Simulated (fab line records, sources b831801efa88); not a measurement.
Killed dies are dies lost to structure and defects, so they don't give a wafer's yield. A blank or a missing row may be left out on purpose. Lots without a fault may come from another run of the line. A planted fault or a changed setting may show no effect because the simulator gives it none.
fab line records | flow sky130
record lots=12 wafers=36 last_day=50
route steps=708 shown FIELD_ISO@14 VT_ADJUST_LVTN@99 VT_ADJUST_NCORE@127 VT_ADJUST_HVTR@138 PAD_OPEN@708
lots that met no fault: from a run of the same line without faults
start_h: hours from the record's first day to the start of the lot's first wafer shown | wait_h: hours since the lot's step before | " the same as in the row above | L1.1+2: a row that stands for several wafers | - no value, or no start given | * or withheld: withheld | < > ~ a bound
route shown NAME@n: a module of which the file shows steps, and the number in the route of the first | usual: mean/standard deviation of fault-free wafers | same: alike in all rows | chamber/n: place in a boat | sites: the reading at each site | _std_site: their standard deviation | _edge_site: outer sites' mean less inner sites' | radius_mm: how far each site lies from the wafer's centre | mask NAME#n: copy n | behind: the tool/chamber that last shaped the wafer | hold: why the lot was held/for how many hours/how that ended | device: the transistor (n, p or np) that didn't switch | end of line: the same wafers' tests at the end of the route | a step without rows: its recipe alone | killed: dies lost to structure and defects at the first sort, not the wafer's yield | map: a wafer's dies, x killed, . not, _ none there
set.NAME: the setting as run; set.NAME@STEP: as run at that earlier step | model.NAME: the simulator's own value behind a step, which no gauge read
steps of the route over a sample of lots; a table a step, a row a wafer
## steps
# step SKY_FIELD_ISO_CD_MEAS_13
# recipe target_cd_nm=150
# usual cd_nm=150.0/1.4
# columns lot.wafer tool chamber start_h wait_h cd_nm
L950.2 cd_sem-01 - 29.08 - 149.9
L950.3 " - " " 149.9
L950.6 " - " " 150.4
L953.3 cd_sem-01 - 47.45 - 149.7
L953.4 " - " " 148.4
L953.5 " - " " 147.7
L959.1 cd_sem-02 - 80.74 - 150.6
L959.3 " - " " 150.5
L959.5 " - " " 149.7
L961.3 cd_sem-02 - 85.75 - 148.3
L961.5 " - " " 148.8
L961.6 " - " " 148.6
L962.1 cd_sem-02 - 92.51 - 149.1
L962.2 " - " " 149.7
L962.3 " - " " 148.6
L963.2 cd_sem-01 - 95.58 - 151.6
L963.5 " - " " 149.9
L963.6 " - " " 151.7
L965.1 cd_sem-02 - 108.89 - 150.6
L965.2 " - " " 152.5
L965.4 " - " " 150.5
L966.2 cd_sem-01 - 115.06 - 150.6
L966.4 " - " " 151.3
L966.6 " - " " 150.7
L968.2 cd_sem-02 - 121.82 - 146.1
L968.4 " - " " 148.2
L968.5 " - " " 147.6
L970.2 cd_sem-01 - 133.28 - 147.6
L970.4 " - " " 147.1
L970.5 " - " " 149.1
L971.1 cd_sem-02 - 137.24 - 149.0
L971.3 " - " " 149.6
L971.5 " - " " 149.5
L973.1 cd_sem-02 - 152.76 - 151.8
L973.3 " - " " 152.5
L973.4 " - " " 152.0
# step SKY_VT_ADJUST_LVTN_COAT_02
# recipe spin_rpm=2000 resist_thk_nm=3000
# usual chill_plate_temp_C=23.00/0.097 dispense_pressure_kPa=52.0/2
# columns lot.wafer tool chamber start_h wait_h chill_plate_temp_C dispense_pressure_kPa
L950.2 litho_track-03 0 130.49 0.1 23.08 55.5
L950.3 " 0 " " 22.97 55.5
L950.6 " 0 " " 23.05 55.4
L953.3 litho_track-04 0 157.91 0.1 22.97 51.1
L953.4 " 0 " " 23.07 51.1
L953.5 " 0 " " 23.02 51.2
L959.1 litho_track-04 0 198.21 0.1 22.93 51.2
L959.3 " 0 " " 22.91 51.2
L959.5 " 0 " " 22.86 51.2
L961.3 litho_track-04 - 202.46 0.1 - -
L961.5 " - " " - -
L961.6 " - " " - -
L962.1 litho_track-04 - 206.76 0.1 - -
L962.2 " - " " - -
L962.3 " - " " - -
L963.2 litho_track-01 - 213.83 0.1 - -
L963.5 " - " " - -
L963.6 " - " " - -
L965.1 litho_track-04 0 226.76 0.1 22.98 51.1
L965.2 " 0 " " 22.85 51.1
L965.4 " 0 " " 23.04 51.1
L966.2 litho_track-01 0 236.48 0.1 23.02 50.6
L966.4 " 0 " " 23.02 50.6
L966.6 " 0 " " 22.91 50.5
L968.2 litho_track-01 0 246.23 0.1 22.90 50.6
L968.4 " 0 " " 23.04 50.5
L968.5 " 0 " " 22.94 50.6
L970.2 litho_track-03 0 259.14 0.1 22.90 55.5
L970.4 " 0 " " 22.92 55.4
L970.5 " 0 " " 22.92 55.4
L971.1 litho_track-03 0 263.02 0.1 23.07 55.4
L971.3 " 0 " " 23.23 55.5
L971.5 " 0 " " 23.02 55.5
L973.1 litho_track-01 0 282.65 0.1 23.02 50.5
L973.3 " 0 " " 23.12 50.5
L973.4 " 0 " " 22.99 50.5
# step SKY_VT_ADJUST_LVTN_OVL_MEAS_07
# usual VT_ADJUST_LVTN_OVL=-0.2/1.2
# columns lot.wafer tool chamber start_h wait_h VT_ADJUST_LVTN_OVL[nm]
L950.2 overlay-02 - 139.97 - -0.6
L950.3 " - " " 0.3
L950.6 " - " " 0.3
L953.3 overlay-01 - 168.08 - 1.3
L953.4 " - " " 1.1
L953.5 " - " " -0.1
L959.1 overlay-02 - 208.71 - 2.6
L959.3 " - " " 1.2
L959.5 " - " " 1.1
L961.3 overlay-02 - 212.88 - -
L961.5 " - " " -
L961.6 " - " " -
L962.1 overlay-02 - 217.45 - -
L962.2 " - " " -
L962.3 " - " " -
L963.2 overlay-02 - 225.06 - -
L963.5 " - " " -
L963.6 " - " " -
L965.1 overlay-01 - 238.05 - 2.2
L965.2 " - " " -1.0
L965.4 " - " " 0.2
L966.2 overlay-02 - 248.57 - 0.3
L966.4 " - " " 0.7
L966.6 " - " " 0.4
L968.2 overlay-02 - 257.42 - -1.9
L968.4 " - " " -0.3
L968.5 " - " " 1.3
L970.2 overlay-01 - 272.52 - -0.8
L970.4 " - " " -2.7
L970.5 " - " " -2.0
L971.1 overlay-01 - 275.41 - 0.1
L971.3 " - " " 0.6
L971.5 " - " " 0.5
L973.1 overlay-02 - 295.37 - -0.6
L973.3 " - " " -1.6
L973.4 " - " " 1.7
# step SKY_VT_ADJUST_LVTN_TW_MEAS_21
# usual VT_ADJUST_LVTN_2_TW=189.0/1.4
# columns lot.wafer tool chamber start_h wait_h VT_ADJUST_LVTN_2_TW
L950.2 film_metro-04 - 160.16 0.1 186.7
L950.3 " - " " 187.2
L950.6 " - " " 186.1
L953.3 film_metro-02 - 188.32 0.1 191.1
L953.4 " - " " 191.5
L953.5 " - " " 191.7
L959.1 film_metro-04 - 231.30 0.1 186.8
L959.3 " - " " 187.5
L959.5 " - " " 186.9
L961.3 film_metro-03 - 235.86 0.1 269.5
L961.5 " - " " 268.5
L961.6 " - " " 268.2
L962.1 film_metro-03 - 239.85 0.1 268.9
L962.2 " - " " 268.7
L962.3 " - " " 267.5
L963.2 film_metro-04 - 249.05 0.1 267.1
L963.5 " - " " 264.8
L963.6 " - " " 265.8
L965.1 film_metro-03 - 262.20 0.1 189.6
L965.2 " - " " 189.7
L965.4 " - " " 190.4
L966.2 film_metro-04 - 273.16 0.1 187.9
L966.4 " - " " 188.2
L966.6 " - " " 187.9
L968.2 film_metro-04 - 282.06 0.1 187.3
L968.4 " - " " 187.2
L968.5 " - " " 189.0
L970.2 film_metro-03 - 297.76 0.1 188.1
L970.4 " - " " 188.8
L970.5 " - " " 188.4
L971.1 film_metro-04 - 301.05 0.1 189.5
L971.3 " - " " 188.7
L971.5 " - " " 188.9
L973.1 film_metro-04 - 321.54 0.1 187.2
L973.3 " - " " 186.9
L973.4 " - " " 187.1
# step SKY_VT_ADJUST_NCORE_OVL_MEAS_08
# usual VT_ADJUST_NCORE_OVL=0.4/1.4
# columns lot.wafer tool chamber start_h wait_h VT_ADJUST_NCORE_OVL[nm]
L950.2 overlay-01 - 180.54 0.1 0.3
L950.3 " - " " -0.3
L950.6 " - " " -0.5
L953.3 overlay-02 - 209.15 0.1 -0.5
L953.4 " - " " -1.2
L953.5 " - " " -1.5
L959.1 overlay-02 - 255.23 0.1 1.3
L959.3 " - " " -0.1
L959.5 " - " " 0.2
L961.3 overlay-01 - 258.95 0.1 0.6
L961.5 " - " " -0.3
L961.6 " - " " -0.3
L962.1 overlay-01 - 263.33 0.1 -0.2
L962.2 " - " " -1.0
L962.3 " - " " 0.4
L963.2 overlay-01 - 273.01 0.1 -1.4
L963.5 " - " " 0.6
L963.6 " - " " -1.9
L965.1 overlay-01 - 286.71 0.1 0.5
L965.2 " - " " -0.8
L965.4 " - " " -1.8
L966.2 overlay-01 - 298.26 0.1 -1.2
L966.4 " - " " 1.1
L966.6 " - " " 0.7
L968.2 overlay-02 - 306.40 0.1 0.8
L968.4 " - " " 3.4
L968.5 " - " " 1.6
L970.2 overlay-02 - 323.26 0.1 1.2
L970.4 " - " " 0.2
L970.5 " - " " -0.8
L971.1 overlay-02 - 326.96 0.1 0.1
L971.3 " - " " -1.6
L971.5 " - " " -0.8
L973.1 overlay-01 - 348.14 0.1 -1.8
L973.3 " - " " -2.1
L973.4 " - " " 0.8
# step SKY_VT_ADJUST_NCORE_TW_MEAS_11
# usual VT_ADJUST_NCORE_TW=219.2/1.9
# columns lot.wafer tool chamber start_h wait_h VT_ADJUST_NCORE_TW
L950.2 film_metro-03 - 180.83 0.1 221.7
L950.3 " - " " 221.0
L950.6 " - " " 221.4
L953.3 film_metro-02 - 209.44 0.1 221.8
L953.4 " - " " 221.3
L953.5 " - " " 221.9
L959.1 film_metro-01 - 255.52 0.1 216.6
L959.3 " - " " 216.9
L959.5 " - " " 217.2
L961.3 film_metro-03 - 259.24 0.1 286.0
L961.5 " - " " 286.7
L961.6 " - " " 285.8
L962.1 film_metro-01 - 263.62 0.1 280.3
L962.2 " - " " 280.7
L962.3 " - " " 279.5
L963.2 film_metro-01 - 273.30 0.1 280.5
L963.5 " - " " 279.5
L963.6 " - " " 281.1
L965.1 film_metro-03 - 286.99 0.1 221.3
L965.2 " - " " 221.3
L965.4 " - " " 221.1
L966.2 film_metro-01 - 298.55 0.1 218.7
L966.4 " - " " 217.0
L966.6 " - " " 218.6
L968.2 film_metro-03 - 306.75 0.1 219.7
L968.4 " - " " 219.2
L968.5 " - " " 218.9
L970.2 film_metro-01 - 323.55 0.1 216.5
L970.4 " - " " 216.2
L970.5 " - " " 216.5
L971.1 film_metro-03 - 327.24 0.1 219.2
L971.3 " - " " 220.1
L971.5 " - " " 220.3
L973.1 film_metro-03 - 348.42 0.1 220.8
L973.3 " - " " 219.2
L973.4 " - " " 220.6
# step SKY_VT_ADJUST_HVTR_CD_MEAS_07
# recipe target_cd_nm=380
# usual cd_nm=379.2/2.9
# columns lot.wafer tool chamber start_h wait_h cd_nm
L950.2 cd_sem-02 - 202.57 0.1 381.2
L950.3 " - " " 381.9
L950.6 " - " " 378.8
L953.3 cd_sem-02 - 231.11 0.1 382.9
L953.4 " - " " 377.9
L953.5 " - " " 379.2
L959.1 cd_sem-02 - 279.55 0.1 379.2
L959.3 " - " " 380.4
L959.5 " - " " 380.8
L961.3 cd_sem-02 - 284.04 0.1 379.4
L961.5 " - " " 382.2
L961.6 " - " " 380.9
L962.1 cd_sem-01 - 287.54 0.1 377.4
L962.2 " - " " 378.7
L962.3 " - " " 376.8
L963.2 cd_sem-01 - 298.46 0.1 376.2
L963.5 " - " " 375.7
L963.6 " - " " 376.6
L965.1 cd_sem-01 - 312.35 0.1 379.8
L965.2 " - " " 379.6
L965.4 " - " " 380.2
L966.2 cd_sem-01 - 323.69 0.1 382.2
L966.4 " - " " 381.7
L966.6 " - " " 382.4
L968.2 cd_sem-01 - 332.87 0.1 379.7
L968.4 " - " " 379.5
L968.5 " - " " 380.5
L970.2 cd_sem-01 - 350.22 0.1 383.6
L970.4 " - " " 380.4
L970.5 " - " " 382.6
L971.1 cd_sem-02 - 354.12 0.1 380.7
L971.3 " - " " 379.1
L971.5 " - " " 378.4
L973.1 cd_sem-01 - 376.87 0.1 377.9
L973.3 " - " " 379.3
L973.4 " - " " 380.4
# step SKY_PAD_OPEN_PROBE_99
# usual killed_at_M0_to_M3=43/7.3 killed_at_M4_up=3.5/2.2 killed_at_contacts=24/5.3 killed_at_front_end=15/4.2 killed_at_other=0.3/0.67 killed_dies=86/9.8 killed_on_rim=17/3.8 killed_open=47/7.2 killed_short=39/6.5
# same gross_dies=492 killed_at_back_side=0
# columns lot.wafer tool chamber start_h wait_h killed_at_M0_to_M3 killed_at_M4_up killed_at_contacts killed_at_front_end killed_at_other killed_dies killed_on_rim killed_open killed_short
L961.3 prober-02 - 1157.21 0.2 44 4 21 423 0 492 96 44 40
L961.5 prober-02 - 1157.31 0.2 36 1 17 437 1 492 96 38 32
L961.6 prober-02 - 1157.36 0.2 37 3 30 422 0 492 96 43 51
L959.1 prober-01 - 1158.61 0.1 41 6 27 20 2 96 22 47 49
L959.3 prober-01 - 1158.71 0.2 37 6 34 12 0 89 20 55 34
L959.5 prober-01 - 1158.81 0.2 39 6 26 7 1 79 16 48 31
L963.2 prober-02 - 1158.66 0.1 34 1 18 439 0 492 96 38 31
L963.5 prober-02 - 1158.81 0.2 40 0 22 430 0 492 96 44 31
L963.6 prober-02 - 1158.86 0.2 45 4 16 427 0 492 96 37 41
L962.1 prober-02 - 1160.11 0.1 31 1 27 431 2 492 96 41 40
L962.2 prober-02 - 1160.16 0.1 47 3 15 427 0 492 96 35 45
L962.3 prober-02 - 1160.21 0.2 42 2 20 427 1 492 96 53 31
L965.1 prober-01 - 1160.11 0.1 47 2 29 14 1 93 19 54 39
L965.2 prober-01 - 1160.16 0.1 30 6 25 18 1 80 18 39 41
L965.4 prober-01 - 1160.26 0.2 34 6 20 19 0 79 18 43 35
L966.2 prober-01 - 1168.45 0.1 48 4 31 12 0 95 19 56 37
L966.4 prober-01 - 1168.55 0.2 51 2 20 13 0 86 18 48 38
L966.6 prober-01 - 1168.65 0.2 54 5 23 13 0 95 17 50 44
L968.2 prober-01 - 1171.45 0.1 32 2 19 13 0 66 16 39 26
L968.4 prober-01 - 1171.55 0.2 46 0 24 11 0 81 16 47 34
L968.5 prober-01 - 1171.60 0.2 35 1 25 19 1 81 20 46 35
L970.2 prober-01 - 1181.31 0.1 54 4 32 17 0 107 23 61 46
L970.4 prober-01 - 1181.41 0.2 38 1 28 17 0 84 16 57 27
L970.5 prober-01 - 1181.46 0.2 43 3 23 10 0 79 15 41 38
L971.1 prober-02 - 1184.37 0.1 36 2 14 13 0 65 7 36 29
L971.3 prober-02 - 1184.47 0.2 52 2 21 16 0 91 19 48 43
L971.5 prober-02 - 1184.57 0.2 48 3 32 18 1 102 21 51 50
# killed by level:class
L961.3 VT_ADJUST_LVTN:area_expose=408 CONTACT:geometric_particle:open=10 VIA1:geometric_particle:open=8 METAL2:geometric_particle:short=8 POLY_GATE:geometric_particle:short=5 LI_CONTACT:geometric_particle:open=5 VIA2:geometric_particle:open=5 FIELD_ISO:geometric_particle:open=4
L961.5 VT_ADJUST_LVTN:area_expose=422 METAL1:geometric_particle:short=7 LI_CONTACT:geometric_particle:open=6 VIA1:geometric_particle:open=6 CONTACT:geometric_particle:open=5 VIA3:geometric_particle:open=5 FIELD_ISO:geometric_particle:open=3 VIA1:geometric_particle:short=3
L961.6 VT_ADJUST_LVTN:area_expose=398 CONTACT:geometric_particle:open=12 FIELD_ISO:geometric_particle:short=9 LOCAL_INTERCONNECT:geometric_particle:short=7 FIELD_ISO:geometric_particle:open=6 METAL1:geometric_particle:short=6 VIA2:geometric_particle:open=6 CONTACT:geometric_particle:short=5
L959.1 LOCAL_INTERCONNECT:geometric_particle:short=9 METAL1:geometric_particle:short=9 VIA1:geometric_particle:open=9 VIA2:geometric_particle:open=8 POLY_GATE:geometric_particle:short=7 FIELD_ISO:geometric_particle:open=6 LI_CONTACT:geometric_particle:short=5 LI_CONTACT:geometric_particle:open=5
L963.2 VT_ADJUST_LVTN:area_expose=423 LI_CONTACT:geometric_particle:open=8 METAL2:geometric_particle:short=6 VIA2:geometric_particle:open=5 METAL3:geometric_particle:short=5 VIA3:geometric_particle:open=5 VIA3:geometric_particle:short=5 FIELD_ISO:geometric_particle:open=4
L959.3 VIA1:geometric_particle:open=14 LI_CONTACT:geometric_particle:open=11 CONTACT:geometric_particle:open=10 LOCAL_INTERCONNECT:geometric_particle:short=6 METAL1:geometric_particle:short=5 VIA2:geometric_particle:open=5 POLY_GATE:geometric_particle:open=4 CONTACT:geometric_particle:short=4
L959.5 LI_CONTACT:geometric_particle:open=11 VIA1:geometric_particle:open=10 CONTACT:geometric_particle:open=8 METAL1:geometric_particle:short=6 VIA2:geometric_particle:open=6 METAL2:geometric_particle:short=4 FIELD_ISO:geometric_particle:open=3 LI_CONTACT:geometric_particle:short=3
L963.5 VT_ADJUST_LVTN:area_expose=417 VIA1:geometric_particle:open=10 LI_CONTACT:geometric_particle:open=8 VIA3:geometric_particle:open=8 POLY_GATE:geometric_particle:short=5 VIA2:geometric_particle:open=5 VIA3:geometric_particle:short=5 CONTACT:geometric_particle:open=4
L963.6 VT_ADJUST_LVTN:area_expose=414 VIA3:geometric_particle:open=11 METAL2:geometric_particle:short=10 LI_CONTACT:geometric_particle:open=7 VIA3:geometric_particle:short=6 VIA2:geometric_particle:open=5 FIELD_ISO:geometric_particle:short=4 LOCAL_INTERCONNECT:geometric_particle:short=4
L962.1 VT_ADJUST_LVTN:area_expose=411 CONTACT:geometric_particle:open=11 POLY_GATE:geometric_particle:open=7 VIA1:geometric_particle:open=7 FIELD_ISO:geometric_particle:short=5 CONTACT:geometric_particle:short=5 POLY_GATE:geometric_particle:short=4 VIA1:geometric_particle:short=4
L965.1 CONTACT:geometric_particle:open=13 VIA1:geometric_particle:open=11 VIA2:geometric_particle:open=8 CONTACT:geometric_particle:short=6 METAL1:geometric_particle:short=6 VIA1:geometric_particle:short=6 FIELD_ISO:geometric_particle:open=5 VIA3:geometric_particle:open=5
L962.2 VT_ADJUST_LVTN:area_expose=412 METAL2:geometric_particle:short=12 METAL1:geometric_particle:short=8 VIA1:geometric_particle:open=7 VIA3:geometric_particle:open=6 FIELD_ISO:geometric_particle:open=5 VIA3:geometric_particle:short=5 METAL1:geometric_particle:open=5
L965.2 LI_CONTACT:geometric_particle:open=10 CONTACT:geometric_particle:open=9 VIA1:geometric_particle:open=6 METAL2:geometric_particle:short=6 FIELD_ISO:geometric_particle:open=5 FIELD_ISO:geometric_particle:short=4 POLY_GATE:geometric_particle:short=4 METAL1:geometric_particle:short=4
L962.3 VT_ADJUST_LVTN:area_expose=408 LI_CONTACT:geometric_particle:open=9 VIA2:geometric_particle:open=9 FIELD_ISO:geometric_particle:open=8 VIA3:geometric_particle:open=6 CONTACT:geometric_particle:open=6 METAL1:geometric_particle:short=6 METAL2:geometric_particle:short=6
L965.4 CONTACT:geometric_particle:open=9 POLY_GATE:geometric_particle:open=7 VIA1:geometric_particle:open=7 VIA2:geometric_particle:open=5 METAL1:geometric_particle:short=5 METAL2:geometric_particle:short=5 POLY_GATE:geometric_particle:short=4 CONTACT:geometric_particle:short=4
L966.2 VIA1:geometric_particle:open=14 VIA2:geometric_particle:open=11 CONTACT:geometric_particle:open=11 LI_CONTACT:geometric_particle:open=9 METAL1:geometric_particle:short=8 CONTACT:geometric_particle:short=7 VIA3:geometric_particle:open=4 VIA3:geometric_particle:short=4
L966.4 VIA1:geometric_particle:open=16 CONTACT:geometric_particle:open=9 VIA3:geometric_particle:open=8 VIA2:geometric_particle:open=8 VIA1:geometric_particle:short=5 POLY_GATE:geometric_particle:short=4 METAL1:geometric_particle:short=4 METAL2:geometric_particle:short=4
L966.6 VIA1:geometric_particle:open=12 CONTACT:geometric_particle:open=9 LI_CONTACT:geometric_particle:open=7 METAL1:geometric_particle:short=7 VIA3:geometric_particle:open=7 METAL2:geometric_particle:short=6 VIA1:geometric_particle:short=6 VIA2:geometric_particle:open=6
L968.2 VIA1:geometric_particle:open=10 VIA3:geometric_particle:open=7 CONTACT:geometric_particle:short=6 VIA2:geometric_particle:open=6 FIELD_ISO:geometric_particle:open=4 LI_CONTACT:geometric_particle:open=4 LI_CONTACT:geometric_particle:short=3 LOCAL_INTERCONNECT:geometric_particle:short=3
L968.4 VIA1:geometric_particle:open=10 CONTACT:geometric_particle:open=8 VIA1:geometric_particle:short=7 LI_CONTACT:geometric_particle:open=7 VIA2:geometric_particle:open=6 FIELD_ISO:geometric_particle:open=5 VIA3:geometric_particle:open=5 LOCAL_INTERCONNECT:geometric_particle:short=4
L968.5 CONTACT:geometric_particle:open=11 VIA3:geometric_particle:open=8 METAL2:geometric_particle:short=7 FIELD_ISO:geometric_particle:open=6 CONTACT:geometric_particle:short=6 POLY_GATE:geometric_particle:short=5 LI_CONTACT:geometric_particle:open=5 VIA1:geometric_particle:open=5
L970.2 VIA1:geometric_particle:open=11 CONTACT:geometric_particle:open=10 VIA2:geometric_particle:open=10 FIELD_ISO:geometric_particle:open=8 LI_CONTACT:geometric_particle:open=8 METAL2:geometric_particle:short=8 METAL3:geometric_particle:short=6 VIA3:geometric_particle:open=6
L970.4 CONTACT:geometric_particle:open=13 VIA1:geometric_particle:open=11 LI_CONTACT:geometric_particle:open=8 VIA3:geometric_particle:open=6 FIELD_ISO:geometric_particle:short=4 FIELD_ISO:geometric_particle:open=4 METAL2:geometric_particle:short=4 VIA2:geometric_particle:open=4
L970.5 VIA1:geometric_particle:open=9 VIA1:geometric_particle:short=7 LI_CONTACT:geometric_particle:open=7 CONTACT:geometric_particle:short=7 CONTACT:geometric_particle:open=6 METAL2:geometric_particle:short=5 VIA2:geometric_particle:open=5 VIA3:geometric_particle:short=4
L971.1 POLY_GATE:geometric_particle:open=6 VIA1:geometric_particle:open=6 VIA2:geometric_particle:open=5 VIA1:geometric_particle:short=5 VIA3:geometric_particle:open=5 CONTACT:geometric_particle:short=4 CONTACT:geometric_particle:open=4 METAL1:geometric_particle:short=4
L971.3 VIA1:geometric_particle:open=11 VIA2:geometric_particle:open=7 VIA1:geometric_particle:short=7 CONTACT:geometric_particle:short=6 CONTACT:geometric_particle:open=6 POLY_GATE:geometric_particle:open=5 METAL2:geometric_particle:open=5 VIA3:geometric_particle:open=5
L971.5 CONTACT:geometric_particle:open=14 LI_CONTACT:geometric_particle:open=9 VIA1:geometric_particle:open=8 METAL2:geometric_particle:short=8 VIA1:geometric_particle:short=7 FIELD_ISO:geometric_particle:open=6 FIELD_ISO:geometric_particle:short=6 LI_CONTACT:geometric_particle:short=5
## key
first_sign step=SKY_VT_ADJUST_LVTN_COAT_02 reading=tool_record direction=missing
effect step=SKY_VT_ADJUST_LVTN_OVL_MEAS_07 reading=VT_ADJUST_LVTN_OVL direction=missing
effect step=SKY_VT_ADJUST_LVTN_TW_MEAS_21 reading=VT_ADJUST_LVTN_2_TW direction=up sigmas=55 usual=189.0 struck=267.7
effect step=SKY_VT_ADJUST_NCORE_TW_MEAS_11 reading=VT_ADJUST_NCORE_TW direction=up sigmas=33 usual=219.2 struck=282.2
effect step=SKY_PAD_OPEN_PROBE_99 reading=killed_at_front_end direction=up sigmas=99+ usual=15 struck=429
more_kills_born_at SKY_VT_ADJUST_LVTN_EXPOSE_04@iline_stepper-01=2459 SKY_VT_ADJUST_LVTN_EXPOSE_04@iline_stepper-02=1254
met_at SKY_VT_ADJUST_LVTN_COAT_02
struck_lots L961,L962,L963
tester_left_out L961,L962,L963
not_acting_at SKY_FIELD_ISO_CD_MEAS_13,SKY_VT_ADJUST_NCORE_OVL_MEAS_08,SKY_VT_ADJUST_HVTR_CD_MEAS_07
onset_between 198.21 202.46
fault kind=skipped_step_whole tool=litho_track-01,litho_track-04 chamber=- onset_h=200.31 steps=SKY_VT_ADJUST_LVTN_COAT_02 scope=struck_lots_only
# tester_left_out: of these lots the tester's yield and bins aren't shown, on N5 and GAA mostly nor the transistor test; their killed dies are dies lost to structure and defects alone, not to doping, threshold or leakage, so they don't give the yield
